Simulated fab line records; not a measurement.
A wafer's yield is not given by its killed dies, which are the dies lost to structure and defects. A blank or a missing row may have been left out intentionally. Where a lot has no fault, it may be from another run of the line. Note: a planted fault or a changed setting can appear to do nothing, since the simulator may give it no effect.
fab line records	flow sky130
record lots=5	wafers=15	lastDay=49
route steps=708 shown SALICIDE@361 LI_CONTACT@362 PAD_OPEN@708
lots that met no fault: from a run of the same line without faults
startH: start of the lot's first displayed wafer, in hours after the record's first day	waitH: how many hours have passed since the lot's step before this one	" repeats the value in the row above	L1.1+2: a single row standing in for several wafers	- no value, or no start was given	* or withheld: withheld	< > ~ a bound
route shown NAME@n: a module of which the file shows steps, and the number in the route of the first	usual: mean and standard deviation over wafers with no fault	same: alike in all rows	chamber/n: place in a boat	sites: per-site readings	_std_site: their standard deviation	_edge_site: mean of outer sites minus mean of inner sites	radiusMm: for every site, how far away it sits from the centre of the wafer	mask NAME#n: copy n	behind: the tool/chamber that last shaped the wafer	hold: reason for holding the lot/hours on hold/outcome of the hold	device: transistor that didn't switch, given as n, p or np	end of line: the route-end tests of the same wafers	for a step that has no rows: nothing shown but its recipe	killed: dies lost to structure and defects at the first sort, not the wafer's yield	map: dies across one wafer; x = killed, . = not, _ = none there
set.NAME: setting as actually run; set.NAME@STEP: the setting as run at that earlier step	model.NAME: the simulator's own value behind a step, which no gauge read
a table for each step, a row for each wafer; lots at some steps of the route
services: the hour from which a tool's chamber was out of use, counted from the record's first day as startH (under 0 if before that day), plus the number of hours and why
## steps
# step SKY_SALICIDE_CLEAN_00
# recipe chemistry=HF-last	timeS=30	dilution=100:1	dry=ipaMarangoni
# step SKY_LI_CONTACT_HDPCVD_00
# recipe material=PSG	targetThkNm=930	sigmaOpenFrac=0.3	timeS=155	tempC=600	sih4FlowSccm=60	pressureMtorr=6
# step SKY_LI_CONTACT_THK_MEAS_01
# recipe reads=PSG_of_LI_CONTACT_HDPCVD_00
# usual LI_CONTACT_HDPCVD_THK=928/10
lot.wafer	tool	chamber	startH	waitH	LI_CONTACT_HDPCVD_THK[nm]
L111.4	filmMetro-02	-	656.34	0.0	947
L111.5	"	-	"	"	942
L111.6	"	-	"	"	935
L113.2	filmMetro-04	-	692.85	0.1	927
L113.3	"	-	"	"	933
L113.5	"	-	"	"	934
L114.3	filmMetro-02	-	699.81	0.1	928
L114.4	"	-	"	"	944
L114.5	"	-	"	"	936
L117.3	filmMetro-04	-	710.38	0.1	923
L117.4	"	-	"	"	923
L117.6	"	-	"	"	924
L129.3	filmMetro-04	-	797.96	0.1	925
L129.5	"	-	"	"	915
L129.6	"	-	"	"	917
# step SKY_LI_CONTACT_CMP_02
# recipe material=PSG	downForcePsi=4	platenRpm=60	padVelocityMS=0.94248
# usual motorCurrentA=12.7/1.1	timeToEndpointS=33/3.1
lot.wafer	tool	chamber	startH	waitH	motorCurrentA	timeToEndpointS
L111.4	cmp-02	3	656.52	0.2	11.1	36
L111.5	"	0	"	"	13.0	30
L111.6	"	1	"	"	13.1	33
L113.2	cmp-02	3	692.95	0.1	11.1	37
L113.3	"	0	"	"	12.6	33
L113.5	"	2	"	"	13.2	34
L114.4	cmp-02	3	700.09	0.3	10.9	44
L114.3	"	1	"	"	13.1	37
L114.5	"	0	"	"	12.3	34
L117.4	cmp-01	0	710.42	0.0	13.7	31
L117.3	"	2	"	"	12.1	32
L117.6	"	0	"	"	13.7	36
L129.3	cmp-01	3	798.00	0.0	12.9	29
L129.5	"	3	"	"	12.4	31
L129.6	"	0	"	"	14.4	30
# step SKY_LI_CONTACT_BOW_MEAS_03
# recipe mode=bow
# usual LI_CONTACT_BOW=57/6.6
lot.wafer	tool	chamber	startH	waitH	LI_CONTACT_BOW[um]
L111.4	filmMetro-04	-	656.73	0.2	73
L111.5	"	-	"	"	74
L111.6	"	-	"	"	66
L113.2	filmMetro-02	-	693.22	0.2	64
L113.3	"	-	"	"	58
L113.5	"	-	"	"	60
L114.3	filmMetro-04	-	700.43	0.2	60
L114.4	"	-	"	"	65
L114.5	"	-	"	"	59
L117.3	filmMetro-02	-	710.76	0.2	62
L117.4	"	-	"	"	57
L117.6	"	-	"	"	64
L129.3	filmMetro-04	-	798.34	0.3	50
L129.5	"	-	"	"	49
L129.6	"	-	"	"	64
# step SKY_LI_CONTACT_DEHYDRATE_04
# recipe tempC=200	timeS=60
# step SKY_LI_CONTACT_HMDS_05
# recipe primeTimeS=60	primeTempC=120
# step SKY_LI_CONTACT_COAT_06
# recipe resist=BARC	tempC=withheld	timeS=withheld	spinRpm=3000	resistThkNm=60
# step SKY_LI_CONTACT_COAT_07
# recipe resist=KrF-thick	spinRpm=3000	resistThkNm=450
# step SKY_LI_CONTACT_SOFTBAKE_08
# recipe tempC=100	timeS=90	resist=KrF-thick
# step SKY_LI_CONTACT_EXPOSE_09
# recipe maskId=LICM1	na=0.8	sourceShape=annular	sigmaInner=0.55	sigmaOuter=0.85	targetCdNm=170	doseMj=38
# step SKY_LI_CONTACT_PEB_10
# recipe pebTempC=withheld	pebTimeS=withheld	resist=KrF-thick
# step SKY_LI_CONTACT_DEVELOP_11
# recipe developTimeS=60	resist=KrF-thick	devTempC=21
lot.wafer	tool	chamber	startH	waitH
L111.4+5+6	lithoTrack-03	0	684	-
L113.2+3+5	lithoTrack-01	0	719	-
L114.3+4+5	lithoTrack-01	0	726	-
L117.3+4+6	lithoTrack-02	0	738	-
L129.3+5+6	lithoTrack-01	0	824	-
# step SKY_LI_CONTACT_CD_MEAS_12
# recipe targetCdNm=170
# usual cdNm=169.8/1.6
lot.wafer	tool	chamber	startH	waitH	cdNm
L111.4	cdSem-01	-	684.22	-	174.7
L111.5	"	-	"	"	172.0
L111.6	"	-	"	"	172.6
L113.2	cdSem-01	-	719.82	-	172.3
L113.3	"	-	"	"	172.5
L113.5	"	-	"	"	171.7
L114.3	cdSem-02	-	726.94	-	171.8
L114.4	"	-	"	"	170.4
L114.5	"	-	"	"	171.9
L117.3	cdSem-01	-	738.16	-	167.3
L117.4	"	-	"	"	168.4
L117.6	"	-	"	"	166.8
L129.3	cdSem-01	-	825.04	-	163.1
L129.5	"	-	"	"	163.2
L129.6	"	-	"	"	163.7
# step SKY_LI_CONTACT_OVL_MEAS_13
# usual LI_CONTACT_OVL=-2/5.5
lot.wafer	tool	chamber	startH	waitH	LI_CONTACT_OVL[nm]
L111.4	overlay-01	-	684.30	0.1	-7
L111.5	"	-	"	"	-6
L111.6	"	-	"	"	-13
L113.2	overlay-02	-	719.92	0.1	5
L113.3	"	-	"	"	-3
L113.5	"	-	"	"	2
L114.3	overlay-02	-	727.03	0.1	-4
L114.4	"	-	"	"	9
L114.5	"	-	"	"	3
L117.3	overlay-01	-	738.25	0.1	-7
L117.4	"	-	"	"	0
L117.6	"	-	"	"	4
L129.3	overlay-02	-	825.13	0.1	-15
L129.5	"	-	"	"	-12
L129.6	"	-	"	"	-13
# step SKY_LI_CONTACT_ETCH_14
# recipe chemistry=N2/H2	target=BARC	ionEnergyEv=200	sourceW=500	biasW=100	pressureMtorr=30	n2FlowSccm=100	h2FlowSccm=200	stopOn=SiO2	timeS=45.9	targetDepthA=600
# usual drypumpMotorCurrentA=5.67/0.29	oesProductAu=0.854/0.0049	throttleValvePct=13.223/0.01
lot.wafer	tool	chamber	startH	waitH	drypumpMotorCurrentA	oesProductAu	rfHoursCounterH	throttleValvePct	model.LI_CONTACT.cdNm
L111.4	rieDiel-03	3	684.32	0.0	5.78	0.849	10	13.223	174.9
L111.5	"	2	"	"	5.74	0.847	-	13.240	172.4
L111.6	"	3	"	"	5.77	0.850	-	13.231	172.4
L113.2	rieDiel-03	1	719.95	0.0	5.48	0.858	5	13.234	172.3
L113.3	"	3	"	"	5.78	0.850	11	13.210	172.5
L113.5	"	0	"	"	5.99	0.854	-	13.258	170.8
L114.3	rieDiel-01	1	727.05	0.0	5.54	0.855	13	13.232	171.5
L114.4	"	0	"	"	5.29	0.857	12	13.225	169.8
L114.5	"	2	"	"	5.60	0.855	-	13.228	170.9
L117.3	rieDiel-03	3	738.28	0.0	5.76	0.858	11	13.228	168.1
L117.4	"	0	"	"	6.00	0.852	1	13.220	167.6
L117.6	"	1	"	"	5.48	0.859	-	13.225	166.4
L129.3	rieDiel-03	2	825.15	0.0	5.72	0.853	4	13.226	163.4
L129.5	"	3	"	"	5.75	0.856	-	13.239	162.8
L129.6	"	0	"	"	6.01	0.860	-	13.234	163.1
# step SKY_LI_CONTACT_ETCH_15
# recipe target=PSG	chemistry=C4F8/O2/Ar	stopOn=Si	taperDeg=4.15	maskMaterial=KrF-thick	sourceW=1500	biasW=1200	pressureMtorr=40	c4f8FlowSccm=withheld	O2_flow_sccm=6	Ar_flow_sccm=300	timeS=withheld	targetDepthA=6000
# usual oesProductAu=0.837/0.0045
lot.wafer	tool	chamber	startH	waitH	oesProductAu	model.LI_CONTACT.cdNm
L111.4	rieDiel-03	3	684.36	0.0	0.845	174.9
L111.5	"	2	"	"	0.842	172.8
L111.6	"	3	"	"	0.833	172.8
L113.2	rieDiel-03	1	720.00	0.0	0.844	172.6
L113.3	"	3	"	"	0.830	172.4
L113.5	"	0	"	"	0.839	171
L114.3	rieDiel-01	1	727.10	0.0	0.841	171.4
L114.4	"	0	"	"	0.845	170.1
L114.5	"	2	"	"	0.834	170.8
L117.3	rieDiel-03	3	738.32	0.0	0.835	168.4
L117.4	"	0	"	"	0.836	167.6
L117.6	"	1	"	"	0.843	167.1
L129.3	rieDiel-03	2	825.20	0.0	0.838	164
L129.5	"	3	"	"	0.838	163
L129.6	"	0	"	"	0.836	162.8
# step SKY_LI_CONTACT_STRIP_16
# recipe chemistry=O2/N2	powerW=1400	pressureMtorr=1500	platenTempC=withheld	o2FlowSccm=3000	n2FlowSccm=300	overashFraction=0.5
# usual drypumpMotorCurrentA=5.3/0.37	oesProductAu=0.377/0.0047	stripTimeToEndpointS=3.51/0.033
lot.wafer	tool	chamber	startH	waitH	drypumpMotorCurrentA	oesProductAu	rfHoursCounterH	stripTimeToEndpointS
L111.4	plasmaAsher-04	0	684.48	-	4.7	0.383	-	3.47
L111.5	"	0	"	"	4.7	0.379	-	3.49
L111.6	"	1	"	"	5.8	0.378	-	3.49
L113.2	plasmaAsher-04	1	720.08	-	5.8	0.371	29	3.55
L113.3	"	0	"	"	4.7	0.371	-	3.49
L113.5	"	0	"	"	4.7	0.378	-	3.57
L114.3	plasmaAsher-03	1	727.21	-	5.3	0.376	-	3.52
L114.4	"	0	"	"	5.4	0.378	-	3.50
L114.5	"	0	"	"	5.4	0.379	-	3.50
L117.3	plasmaAsher-01	0	738.44	-	5.7	0.377	-	3.45
L117.4	"	1	"	"	5.0	0.374	-	3.53
L117.6	"	1	"	"	5.0	0.377	-	3.50
L129.3	plasmaAsher-04	1	825.32	-	5.8	0.379	-	3.55
L129.5	"	0	"	"	4.7	0.376	-	3.49
L129.6	"	1	"	"	5.8	0.378	-	3.56
# step SKY_PAD_OPEN_PROBE_99
# usual killed_at_M0_to_M3=44/6.9	killed_at_M4_up=3.0/1.5	killedAtContacts=24/5.2	killedAtFrontEnd=15/4.1	killedAtOther=0.4/0.62	killedDies=87/9.6	killedOpen=47/7	killedShort=40/6.2
# same grossDies=492	killedAtBackSide=0
lot.wafer	tool	chamber	startH	waitH	killed_at_M0_to_M3	killed_at_M4_up	killedAtContacts	killedAtFrontEnd	killedAtOther	killedDies	killedOpen	killedShort
L129.6	prober-02	-	1177.59	0.2	48	1	23	14	0	86	47	38
# killed by level:class
L129.6 VIA1:geometricParticle:open=11 LI_CONTACT:geometricParticle:open=9 METAL2:geometricParticle:short=9 METAL1:geometricParticle:short=7 VIA3:geometricParticle:open=6 VIA2:geometricParticle:open=6 CONTACT:geometricParticle:open=5 VIA3:geometricParticle:short=5
## services
tool	chamber	startH	hours	kind
rieDiel-01	2	632.82	4.0	repair
cmp-02	-	642.17	4.3	repair
cmp-01	-	645.28	4.4	repair
cmp-01	-	651.19	0.8	repair
cmp-02	-	653.75	1.3	repair
cmp-01	-	690.29	1.1	repair
cmp-01	-	699.04	2.6	repair
cmp-02	-	716.53	3.1	repair
cmp-01	-	722.59	0.8	repair
cmp-02	-	723.98	4.2	pm
cmp-01	-	728.36	6.6	pm
plasmaAsher-04	-	729.30	8.3	repair
plasmaAsher-03	-	733.75	9.0	pm
cmp-01	-	744.00	4.0	pm
rieDiel-03	3	750.12	13.1	repair
rieDiel-03	2	769.49	6.9	repair
rieDiel-03	-	793.43	4.3	pm
rieDiel-01	-	794.66	0.3	repair
rieDiel-01	0	804.37	5.6	repair
cmp-01	-	804.65	1.5	repair
cmp-01	-	807.68	1.6	repair
rieDiel-03	-	808.04	0.5	repair
cmp-02	-	818.48	1.7	repair
plasmaAsher-01	-	819.21	1.2	repair
## key
firstSign step=SKY_LI_CONTACT_CD_MEAS_12	reading=cdNm	direction=down	sigmas=4	usual=169.8	struck=163.3
effect none on later readings
modelEffect step=SKY_LI_CONTACT_ETCH_14	value=LI_CONTACT.cdNm	without=166.5	struck=163.1
modelEffect step=SKY_LI_CONTACT_ETCH_15	value=LI_CONTACT.cdNm	without=166.6	struck=163.3
metAt SKY_LI_CONTACT_DEVELOP_11
struckWafers L129.3,L129.5,L129.6
testerLeftOut L129
onsetBetween 726 824
alsoFits time
fault kind=processParameterDrift	tool=lithoTrack-01	chamber=-	onsetH=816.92	steps=SKY_LI_CONTACT_DEVELOP_11	channel=developTimeS	offset=*	shape=step	endH=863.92	actsIn=*	stated=*
# testerLeftOut: of these lots the tester's yield and bins aren't shown, on N5 and GAA mostly nor the transistor test; their killed dies are dies lost to structure and defects alone, not to doping, threshold or leakage, so they don't give the yield
